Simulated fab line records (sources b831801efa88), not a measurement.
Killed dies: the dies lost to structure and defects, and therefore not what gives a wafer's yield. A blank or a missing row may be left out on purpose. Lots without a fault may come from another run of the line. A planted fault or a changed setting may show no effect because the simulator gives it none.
Which tool did it?    flow gf180mcu    12 lots, 36 wafers sampled, at 2 steps of a route of 602

WHAT EACH GAUGE READ, for each wafer
GF_V1_OVL_MEAS_15.
lot   measured      on          V1_OVL (nm)
L075  day 18 12:17  overlay-02  -4 -11 -4
L077  day 19 07:31  overlay-02  9 3 9
L079  day 19 20:55  overlay-01  1 -5 -1
L081  day 20 21:07  overlay-02  4 -2 9
L083  day 21 11:48  overlay-01  2 -1 1
L085  day 22 11:56  overlay-01  -1 2 -4
L087  day 23 04:52  overlay-01  -4 7 6
L089  day 24 00:13  overlay-01  -6 -2 -9
L091  day 24 09:10  overlay-02  -1 -2 1
L093  day 24 22:22  overlay-02  -4 -3 -5
L095  day 25 13:50  overlay-02  -2 -2 -2
L097  day 26 05:34  overlay-01  -8 5 -3

WHICH TOOL RAN EACH LOT (tool, then ch and the chambers of the sampled wafers, then the start)
lot   GF_STI_STRIP_15
L075  plasma-asher-02 ch 0,1, day 2 09:16
L077  plasma-asher-02 ch 0,1, day 2 17:44
L079  plasma-asher-01 ch 1, day 3 02:55
L081  plasma-asher-01 ch 0,1, day 3 13:46
L083  plasma-asher-01 ch 0,1, day 4 00:11
L085  plasma-asher-02 ch 0, day 4 10:06
L087  plasma-asher-02 ch 0,1, day 4 20:14
L089  plasma-asher-02 ch 0,1, day 5 09:53
L091  plasma-asher-01 ch 0,1, day 5 17:10
L093  plasma-asher-01 ch 0,1, day 6 03:33
L095  plasma-asher-02 ch 0,1, day 6 14:45
L097  plasma-asher-02 ch 0,1, day 7 00:14
- GF_STI_STRIP_15: strips in O2/N2.

THE ANSWER, worked out from the rows above alone
Rule: the usual values come from the lots themselves. Put in order of their means at a reading, lots are off if they are a third of the lots or fewer, leave a main group of 4 or more, and stand apart from it by a gap of 3 or more times the standard deviation of the main group's means; of several such gaps the widest counts. Not used: any main group whose means are identical at the precision the tables above print for the reading. A lot without any number at a reading at which 4 lots or more have one is off too. All remaining lots with rows at the step are treated as sound.
No lot is off at any reading shown: from this, nothing can be told.

WHAT WAS PUT IN BY THE SIMULATOR
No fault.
